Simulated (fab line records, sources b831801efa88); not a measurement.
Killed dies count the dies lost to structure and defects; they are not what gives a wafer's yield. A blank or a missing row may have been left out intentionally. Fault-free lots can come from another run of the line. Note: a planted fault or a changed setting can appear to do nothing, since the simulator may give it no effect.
Struck lot and sound lot, side by side / flow sky130 / 23 steps out of a route of 708
Sound: these wafers, L866.2, L866.5, L866.6. Wafers L876.3, L876.4, L876.6 were the ones struck. The cause comes at the end.
Each step with rows lists, per side, the tool, then ch with its chambers, then its first start. Under that, the readings that differ: sound wafers / struck wafers / difference of the means / sigmas: that difference in standard deviations of wafers without a fault.
alike: a reading whose means differ by less than 2 such deviations, as well as words and numbers matching on both sides. not compared: withheld readings; readings where some wafer has no value; bounds like >300 that might hide an equal value; numbers whose values overlap and for which the record gives no deviation.
The two part at a step that has a row with sigmas, a row that says differs or no value, or rows on one side only. Numbers that don't overlap but have no deviation are shown without sigmas and don't part them. A reading missing from all wafers of one side parts the sides only when that side holds two or more wafers.

first, 1 step without rows for these wafers: SKY_SONOS_ONO_DEVELOP_12 (develop time 60 s).
SKY_SONOS_ONO_CD_MEAS_13 targets a cd of 410 nm.
  sound on cd sem-02 at day 15 02:15; struck on cd sem-02 at day 18 11:12
  alike: cd nm
SKY_SONOS_ONO_OVL_MEAS_14:
  sound on overlay-02 at day 15 02:22; struck on overlay-02 at day 18 11:17
  alike: SONOS_ONO_OVL
SKY_SONOS_ONO_ETCH_15: etches the open film in CHF3/O2, target depth 19.52 nm, time 7.8 s.
  sound on rie diel-04 ch 0,3, day 15 02:23; struck on rie diel-01 ch 1,2,3, day 18 11:19
  alike: drypump motor current A, oes product au, throttle valve pct
  not compared: rf hours counter h
then, 1 step without rows for these wafers: SKY_SONOS_ONO_WET_ETCH_16 (etches SiO2 in dHF, target depth 14 nm, time 280 s).
SKY_SONOS_ONO_STRIP_17: strips in O2/N2.
  sound on plasma asher-04 ch 0,1, day 15 02:29; struck on plasma asher-04 ch 0,1, day 18 11:28
  alike: drypump motor current A, oes product au, strip time to endpoint s
  not compared: rf hours counter h
then, 3 steps without rows for these wafers: SKY_SONOS_ONO_WET_ETCH_18 (etches Si3N4 in H3PO4, target depth 15 nm, time 172 s); SKY_GATE_OXIDE_CLEAN_00 (cleans in SC1/SC2, time 150 s); SKY_GATE_OXIDE_OXIDATION_01 (stabilise 600 s, purge 300 s, target thk 10.268 nm).
SKY_GATE_OXIDE_THK_MEAS_02:
  sound on film metro-03 at day 15 05:11; struck on film metro-03 at day 18 13:18
  alike: GATE_OXIDE_OXIDATION_00_THK
then, 2 steps without rows for these wafers: SKY_GATE_OXIDE_DEHYDRATE_03 (time 60 s); SKY_GATE_OXIDE_HMDS_04 (prime time 60 s).
SKY_GATE_OXIDE_COAT_05: resist thk 1140 nm.
  sound on litho track-01 ch 0, day 15 19:36; struck on litho track-02 ch 0, day 19 03:34
reading=dispense pressure kPa (kPa); sound=45.9 46.0 46.0; struck=51.5 51.6 51.6; difference=+5.6; sigmas=+2
reading=model.NOVOLAK_of_GATE_OXIDE_COAT_05.thk nm (nm); sound=1146 1146 1145; struck=656.7 655.4 654.6; difference=-490.1; sigmas=
then, 3 steps without rows for these wafers: SKY_GATE_OXIDE_SOFTBAKE_06 (time 60 s); SKY_GATE_OXIDE_EXPOSE_07 (exposes mask LVOM, target cd 600 nm); SKY_GATE_OXIDE_PEB_08.
SKY_GATE_OXIDE_DEVELOP_09: develop time 60 s.
  sound on litho track-04 ch 0, day 16 09:33; struck on litho track-02 ch 0, day 19 19:37
reading=model.NOVOLAK_of_GATE_OXIDE_COAT_05.thk nm (nm); sound=1145 1145 1145; struck=656.3 655 654.2; difference=-489.8; sigmas=
SKY_GATE_OXIDE_OVL_MEAS_10:
  sound on overlay-01 at day 16 09:41; struck on overlay-01 at day 19 19:44
  alike: GATE_OXIDE_OVL
then, 2 steps without rows for these wafers: SKY_GATE_OXIDE_IMPLANT_11; SKY_GATE_OXIDE_WET_ETCH_12 (etches SiO2 in dHF, target depth 16.8 nm, time 336 s).
SKY_GATE_OXIDE_STRIP_13: strips in O2/N2.
  sound on plasma asher-04 ch 0,1, day 16 09:59; struck on plasma asher-04 ch 0,1, day 19 20:02
reading=oes product au (a.u.); sound=0.716 0.723 0.718; struck=0.580 0.582 0.594; difference=-0.134; sigmas=-27
reading=strip time to endpoint s (s); sound=14.23 14.26 14.23; struck=8.57 8.57 8.58; difference=-5.67; sigmas=-99 or more
  alike: drypump motor current A
  not compared: rf hours counter h
SKY_GATE_OXIDE_TW_MEAS_14:
  sound on film metro-03 at day 16 10:05; struck on film metro-03 at day 19 20:08
  alike: GATE_OXIDE_TW
-- the record jumps here: 30 days lie between the struck wafers' starts before and after (it left off in module GATE_OXIDE and takes up again in module PAD_OPEN, whose first step shown is number 708 of the route) --
SKY_PAD_OPEN_PROBE_99:
  sound on prober-02 at day 47 20:57; struck on prober-01 at day 49 21:41
  alike: killed_at_M0_to_M3, killed_at_M4_up, killed at contacts, killed at front end, killed at other, killed dies, killed open, killed short

== WHERE THEY PART ==
First at SKY_GATE_OXIDE_COAT_05; last, within this record, at SKY_GATE_OXIDE_STRIP_13. Later steps at which nothing parts them and some readings are alike: SKY_GATE_OXIDE_TW_MEAS_14, SKY_PAD_OPEN_PROBE_99.

WHY: what the simulator had put in
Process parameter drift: litho track-02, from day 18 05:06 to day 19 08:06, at SKY_GATE_OXIDE_COAT_05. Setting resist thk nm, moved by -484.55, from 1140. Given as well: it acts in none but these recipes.
